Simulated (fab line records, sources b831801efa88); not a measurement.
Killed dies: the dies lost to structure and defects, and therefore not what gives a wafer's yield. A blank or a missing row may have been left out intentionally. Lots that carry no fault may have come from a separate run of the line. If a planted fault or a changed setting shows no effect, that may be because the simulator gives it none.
fab line records -- flow sky130
[record] lots = 6, wafers = 18, lastDay = 50
route steps=708 shown CONTACT@407 PAD_OPEN@708
lots untouched by any fault: they come from a run of this same line in which no faults occurred
startH: the number of hours between the record's first day and the start of the first shown wafer of the lot -- waitH: hours elapsed since this lot's preceding step -- " as in the row above -- L1.1+2: one row covering several wafers at once -- - no value, or no start given -- * or withheld: withheld -- < > ~ a bound
route shown NAME@n: names a module that has steps shown in the file, with the first one's number in the route -- usual: average and standard deviation across the fault-free wafers -- same: alike in all rows -- chamber/n: place in a boat -- sites: per-site readings -- _std_site: their standard deviation -- _edge_site: the outer-site mean with the inner-site mean subtracted -- radiusMm: how far each site lies from the wafer's centre -- mask NAME#n: copy n -- behind: tool/chamber where the wafer was last shaped -- hold: what put the lot on hold/how long, in hours/how the hold closed -- device: names the non-switching transistor (n, p or np) -- end of line: at the end of the route, the tests of the same wafers -- for a step that has no rows: nothing shown but its recipe -- killed: dies that structure and defects cost at the first sort, which is not the same as the wafer's yield -- map: a wafer's dies, marking killed ones x, the rest . and places with no die _
set.NAME: the setting as run; set.NAME@STEP: as run at that earlier step -- model.NAME: the simulator's own value behind a step, which no gauge read
lots at some steps of the route; a table a step, a row a wafer
services: from which hour (startH, from the record's first day; less than 0 if before it) a tool's chamber was out of use, for how many hours, and why
[[steps]]
[step SKY_CONTACT_THK_MEAS_01]
[recipe] reads = Si3N4_of_CONTACT_CVD_00
[usual] CONTACT_CVD_00_THK = 74.8/0.92
lot.wafer,tool,chamber,startH,waitH,CONTACT_CVD_00_THK[nm]
L708.3,filmMetro-02,-,771.48,-,74.1
L708.5,filmMetro-02,-,771.48,-,74.5
L708.6,filmMetro-02,-,771.48,-,74.6
L711.1,filmMetro-03,-,813.79,-,75.2
L711.4,filmMetro-03,-,813.79,-,76.1
L711.5,filmMetro-03,-,813.79,-,76.4
L713.3,filmMetro-02,-,818.57,-,75.0
L713.5,filmMetro-02,-,818.57,-,74.7
L713.6,filmMetro-02,-,818.57,-,74.7
L718.1,filmMetro-02,-,862.90,-,74.0
L718.2,filmMetro-02,-,862.90,-,74.9
L718.6,filmMetro-02,-,862.90,-,76.0
L720.1,filmMetro-02,-,868.80,-,74.1
L720.2,filmMetro-02,-,868.80,-,72.9
L720.5,filmMetro-02,-,868.80,-,73.7
L722.1,filmMetro-04,-,880.89,-,74.9
L722.5,filmMetro-04,-,880.89,-,76.1
L722.6,filmMetro-04,-,880.89,-,76.6
[step SKY_CONTACT_HDPCVD_02]
[recipe] material = SiO2, targetThkNm = 565, sigmaOpenFrac = 0.3, timeS = 94.2, tempC = 600, sih4FlowSccm = 60, pressureMtorr = 6
[step SKY_CONTACT_THK_MEAS_03]
[recipe] reads = SiO2_of_CONTACT_HDPCVD_02
[usual] CONTACT_HDPCVD_THK = 565/4.4
lot.wafer,tool,chamber,startH,waitH,CONTACT_HDPCVD_THK[nm]
L708.3,filmMetro-04,-,771.60,0.1,564
L708.5,filmMetro-04,-,771.60,0.1,568
L708.6,filmMetro-04,-,771.60,0.1,569
L711.1,filmMetro-03,-,813.91,0.0,570
L711.4,filmMetro-03,-,813.91,0.0,567
L711.5,filmMetro-03,-,813.91,0.0,562
L713.3,filmMetro-02,-,818.70,0.1,566
L713.5,filmMetro-02,-,818.70,0.1,561
L713.6,filmMetro-02,-,818.70,0.1,568
L718.1,filmMetro-04,-,863.02,0.0,575
L718.2,filmMetro-04,-,863.02,0.0,565
L718.6,filmMetro-04,-,863.02,0.0,571
L720.1,filmMetro-04,-,868.93,0.0,563
L720.2,filmMetro-04,-,868.93,0.0,563
L720.5,filmMetro-04,-,868.93,0.0,566
L722.1,filmMetro-02,-,881.02,0.0,564
L722.5,filmMetro-02,-,881.02,0.0,567
L722.6,filmMetro-02,-,881.02,0.0,571
[step SKY_CONTACT_CMP_04]
[recipe] material = SiO2, downForcePsi = 4, platenRpm = 60, padVelocityMS = 0.94248
[usual] motorCurrentA = 12.2/1.2, timeToEndpointS = 85/3.1
lot.wafer,tool,chamber,startH,waitH,motorCurrentA,timeToEndpointS
L708.3,cmp-01,1,771.69,0.1,11.7,87
L708.6,cmp-01,0,771.69,0.1,10.8,89
L708.5,cmp-01,1,771.69,0.1,11.4,87
L711.1,cmp-01,1,813.97,0.1,11.8,90
L711.4,cmp-01,0,813.97,0.1,11.3,91
L711.5,cmp-01,1,813.97,0.1,11.5,88
L713.3,cmp-01,2,818.74,0.0,13.6,88
L713.5,cmp-01,2,818.74,0.0,14.4,85
L713.6,cmp-01,3,818.74,0.0,13.2,88
L718.2,cmp-01,3,863.08,0.0,12.7,81
L718.1,cmp-01,0,863.08,0.0,11.3,91
L718.6,cmp-01,3,863.08,0.0,12.8,86
L720.2,cmp-02,2,869.09,0.1,11.6,84
L720.1,cmp-02,3,869.09,0.1,12.8,84
L720.5,cmp-02,0,869.09,0.1,10.4,81
L722.1,cmp-02,2,881.13,0.1,12.7,81
L722.5,cmp-02,1,881.13,0.1,11.5,85
L722.6,cmp-02,2,881.13,0.1,12.2,82
[step SKY_CONTACT_BOW_MEAS_05]
[recipe] mode = bow
[usual] CONTACT_BOW = 81/6.8
lot.wafer,tool,chamber,startH,waitH,CONTACT_BOW[um]
L708.3,filmMetro-03,-,771.98,0.2,77
L708.5,filmMetro-03,-,771.98,0.2,76
L708.6,filmMetro-03,-,771.98,0.2,85
L711.1,filmMetro-02,-,814.27,0.2,69
L711.4,filmMetro-02,-,814.27,0.2,74
L711.5,filmMetro-02,-,814.27,0.2,83
L713.3,filmMetro-04,-,819.08,0.3,79
L713.5,filmMetro-04,-,819.08,0.3,84
L713.6,filmMetro-04,-,819.08,0.3,78
L718.1,filmMetro-02,-,863.38,0.2,73
L718.2,filmMetro-02,-,863.38,0.2,74
L718.6,filmMetro-02,-,863.38,0.2,86
L720.1,filmMetro-02,-,869.29,0.1,87
L720.2,filmMetro-02,-,869.29,0.1,76
L720.5,filmMetro-02,-,869.29,0.1,74
L722.1,filmMetro-02,-,881.38,0.2,80
L722.5,filmMetro-02,-,881.38,0.2,80
L722.6,filmMetro-02,-,881.38,0.2,84
[step SKY_CONTACT_DEHYDRATE_06]
[recipe] tempC = 200, timeS = 60
[step SKY_CONTACT_HMDS_07]
[recipe] primeTimeS = 60, primeTempC = 120
[step SKY_CONTACT_COAT_08]
[recipe] resist = BARC, tempC = withheld, timeS = withheld, spinRpm = 3000, resistThkNm = 60
[step SKY_CONTACT_COAT_09]
[recipe] resist = KrF-thick, spinRpm = 3000, resistThkNm = 450
[step SKY_CONTACT_SOFTBAKE_10]
[recipe] tempC = 100, timeS = 90, resist = KrF-thick
[step SKY_CONTACT_EXPOSE_11]
[recipe] maskId = CTM1, na = 0.8, sourceShape = annular, sigmaInner = 0.55, sigmaOuter = 0.85, targetCdNm = 170, doseMj = 38
[step SKY_CONTACT_PEB_12]
[recipe] pebTempC = withheld, pebTimeS = withheld, resist = KrF-thick
[step SKY_CONTACT_DEVELOP_13]
[recipe] developTimeS = 60, resist = KrF-thick, devTempC = 21
[usual] developerTempC = 21.00/0.1
lot.wafer,tool,chamber,startH,waitH,developerTempC
L708.3,lithoTrack-01,0,798,-,23.03
L708.5,lithoTrack-01,0,798,-,23.08
L708.6,lithoTrack-01,0,798,-,22.96
L711.1,lithoTrack-01,0,840,-,23.08
L711.4,lithoTrack-01,0,840,-,23.14
L711.5,lithoTrack-01,0,840,-,23.14
L713.3,lithoTrack-02,0,844,-,21.10
L713.5,lithoTrack-02,0,844,-,21.02
L713.6,lithoTrack-02,0,844,-,21.02
L718.1,lithoTrack-02,0,889,-,21.05
L718.2,lithoTrack-02,0,889,-,20.84
L718.6,lithoTrack-02,0,889,-,20.93
L720.1,lithoTrack-01,0,894,-,21.05
L720.2,lithoTrack-01,0,894,-,20.92
L720.5,lithoTrack-01,0,895,-,20.96
L722.1,lithoTrack-03,0,906,-,21.08
L722.5,lithoTrack-03,0,906,-,20.94
L722.6,lithoTrack-03,0,906,-,20.97
[step SKY_CONTACT_CD_MEAS_14]
[recipe] targetCdNm = 170
[usual] cdNm = 170.3/1.3
lot.wafer,tool,chamber,startH,waitH,cdNm
L708.3,cdSem-02,-,798.29,-,171.3
L708.5,cdSem-02,-,798.29,-,174.1
L708.6,cdSem-02,-,798.29,-,173.0
L711.1,cdSem-02,-,840.70,-,172.2
L711.4,cdSem-02,-,840.70,-,171.2
L711.5,cdSem-02,-,840.70,-,173.4
L713.3,cdSem-02,-,844.54,-,169.3
L713.5,cdSem-02,-,844.54,-,171.2
L713.6,cdSem-02,-,844.54,-,170.3
L718.1,cdSem-02,-,889.50,-,169.3
L718.2,cdSem-02,-,889.50,-,168.5
L718.6,cdSem-02,-,889.50,-,168.2
L720.1,cdSem-02,-,895.05,-,170.0
L720.2,cdSem-02,-,895.05,-,169.3
L720.5,cdSem-02,-,895.05,-,167.9
L722.1,cdSem-01,-,906.31,-,171.4
L722.5,cdSem-01,-,906.31,-,169.4
L722.6,cdSem-01,-,906.31,-,169.3
[step SKY_PAD_OPEN_PROBE_99]
[usual] killed_at_M0_to_M3 = 43/6.7, killed_at_M4_up = 3.2/1.8, killedAtContacts = 25/5.2, killedAtFrontEnd = 15/4.4, killedAtOther = 0.2/0.4, killedDies = 87/9.3, killedOpen = 48/7.1, killedShort = 39/6
[same] grossDies = 492, killedAtBackSide = 0
lot.wafer,tool,chamber,startH,waitH,killed_at_M0_to_M3,killed_at_M4_up,killedAtContacts,killedAtFrontEnd,killedAtOther,killedDies,killedOpen,killedShort
L708.3,prober-01,-,1122.87,0.2,27,4,32,17,0,80,46,34
L708.5,prober-01,-,1122.97,0.2,46,5,28,9,0,88,46,42
L708.6,prober-01,-,1123.02,0.2,41,1,27,14,0,83,47,36
L711.1,prober-01,-,1152.42,0.1,45,2,22,11,1,81,45,36
L711.4,prober-01,-,1152.57,0.2,42,2,24,18,1,87,47,40
L711.5,prober-01,-,1152.62,0.2,41,3,24,11,0,79,46,33
L713.3,prober-01,-,1158.55,0.2,48,1,22,16,0,87,45,42
L713.5,prober-01,-,1158.65,0.2,41,4,31,16,0,92,51,41
L713.6,prober-01,-,1158.70,0.2,43,0,30,22,0,95,52,43
L722.1,prober-01,-,1199.92,0.1,45,5,16,13,0,79,31,48
L722.5,prober-01,-,1200.12,0.2,30,5,25,10,1,71,43,28
L722.6,prober-01,-,1200.17,0.2,47,4,23,12,0,86,50,36
// killed by level:class
L708.3 CONTACT:geometricParticle:open=16 LI_CONTACT:geometricParticle:open=8 POLY_GATE:geometricParticle:short=6 VIA1:geometricParticle:open=6 FIELD_ISO:geometricParticle:short=5 VIA2:geometricParticle:open=5 LI_CONTACT:geometricParticle:short=4 METAL1:geometricParticle:short=4
L708.5 CONTACT:geometricParticle:open=13 VIA1:geometricParticle:open=10 METAL1:geometricParticle:short=7 VIA2:geometricParticle:open=6 CONTACT:geometricParticle:short=6 VIA1:geometricParticle:short=5 METAL4:geometricParticle:short=5 METAL2:geometricParticle:short=5
L708.6 CONTACT:geometricParticle:open=11 VIA1:geometricParticle:open=9 VIA3:geometricParticle:open=7 LI_CONTACT:geometricParticle:open=6 VIA1:geometricParticle:short=6 METAL2:geometricParticle:short=6 FIELD_ISO:geometricParticle:open=4 VIA3:geometricParticle:short=4
L711.1 LI_CONTACT:geometricParticle:open=8 CONTACT:geometricParticle:open=7 VIA1:geometricParticle:open=7 VIA2:geometricParticle:open=7 VIA3:geometricParticle:open=6 FIELD_ISO:geometricParticle:short=5 METAL1:geometricParticle:short=5 VIA1:geometricParticle:short=5
L711.4 CONTACT:geometricParticle:open=10 VIA3:geometricParticle:open=9 VIA1:geometricParticle:open=9 LOCAL_INTERCONNECT:geometricParticle:short=5 METAL1:geometricParticle:short=5 FIELD_ISO:geometricParticle:short=4 FIELD_ISO:geometricParticle:open=4 LI_CONTACT:geometricParticle:open=4
L711.5 LI_CONTACT:geometricParticle:open=9 VIA2:geometricParticle:open=8 CONTACT:geometricParticle:open=7 VIA3:geometricParticle:open=5 VIA1:geometricParticle:short=5 VIA3:geometricParticle:short=5 POLY_GATE:geometricParticle:open=4 CONTACT:geometricParticle:short=4
L713.3 VIA1:geometricParticle:open=12 FIELD_ISO:geometricParticle:short=8 LI_CONTACT:geometricParticle:open=8 VIA3:geometricParticle:open=6 VIA2:geometricParticle:open=6 METAL1:geometricParticle:short=6 VIA1:geometricParticle:short=6 LI_CONTACT:geometricParticle:short=4
L713.5 CONTACT:geometricParticle:open=14 VIA1:geometricParticle:open=9 CONTACT:geometricParticle:short=6 VIA3:geometricParticle:open=6 LI_CONTACT:geometricParticle:open=5 VIA1:geometricParticle:short=5 METAL2:geometricParticle:short=5 FIELD_ISO:geometricParticle:open=4
L713.6 VIA1:geometricParticle:open=13 LI_CONTACT:geometricParticle:open=8 FIELD_ISO:geometricParticle:short=7 FIELD_ISO:geometricParticle:open=6 LOCAL_INTERCONNECT:geometricParticle:short=6 CONTACT:geometricParticle:open=6 METAL2:geometricParticle:short=6 LI_CONTACT:geometricParticle:short=5
L722.1 VIA1:geometricParticle:open=10 METAL1:geometricParticle:short=7 METAL2:geometricParticle:short=5 CONTACT:geometricParticle:open=5 VIA1:geometricParticle:short=5 METAL4:geometricParticle:short=5 POLY_GATE:geometricParticle:short=4 LOCAL_INTERCONNECT:geometricParticle:short=4
L722.5 CONTACT:geometricParticle:open=10 VIA3:geometricParticle:open=8 VIA1:geometricParticle:open=7 LI_CONTACT:geometricParticle:open=6 CONTACT:geometricParticle:short=5 POLY_GATE:geometricParticle:short=4 VIA1:geometricParticle:short=4 VIA2:geometricParticle:open=4
L722.6 VIA1:geometricParticle:open=18 VIA1:geometricParticle:short=7 LI_CONTACT:geometricParticle:open=7 LOCAL_INTERCONNECT:geometricParticle:short=7 VIA3:geometricParticle:open=6 CONTACT:geometricParticle:open=6 VIA2:geometricParticle:open=5 METAL1:geometricParticle:short=4
[[services]]
tool,chamber,startH,hours,kind
cmp-01,-,748.00,-,consumableReplace:conditioner
cmp-01,-,748.00,-,consumableReplace:pad
cmp-01,-,756.14,6.4,pm
cmp-02,-,766.55,1.9,repair
cmp-01,-,774.06,1.8,repair
cmp-02,-,806.96,1.1,repair
cmp-01,-,884.93,12.3,pm
cmp-02,-,902.09,2.6,repair
[[key]]
[firstSign] step = SKY_CONTACT_DEVELOP_13, reading = developerTempC, direction = up, sigmas = 20, usual = *, struck = *
[effect] step = SKY_CONTACT_CD_MEAS_14, reading = cdNm, direction = up, sigmas = 1.8, usual = 170.3, struck = 172.5, through = controlLoop
metAt SKY_CONTACT_DEVELOP_13
struckWafers L708.3,L708.5,L708.6,L711.1,L711.4,L711.5
testerLeftOut L708,L711
[loopTrim] step = SKY_CONTACT_EXPOSE_11, setting = dose, lots = L711
[fault] kind = processParameterDrift, tool = lithoTrack-01, chamber = -, onsetH = 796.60, steps = SKY_CONTACT_DEVELOP_13, channel = devTempC, offset = *, shape = step, endH = 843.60, actsIn = *, stated = *
// testerLeftOut: of these lots the tester's yield and bins aren't shown, on N5 and GAA mostly nor the transistor test; their killed dies are dies lost to structure and defects alone, not to doping, threshold or leakage, so they don't give the yield
// loopTrim: a control loop set the setting to another value than it would have without faults
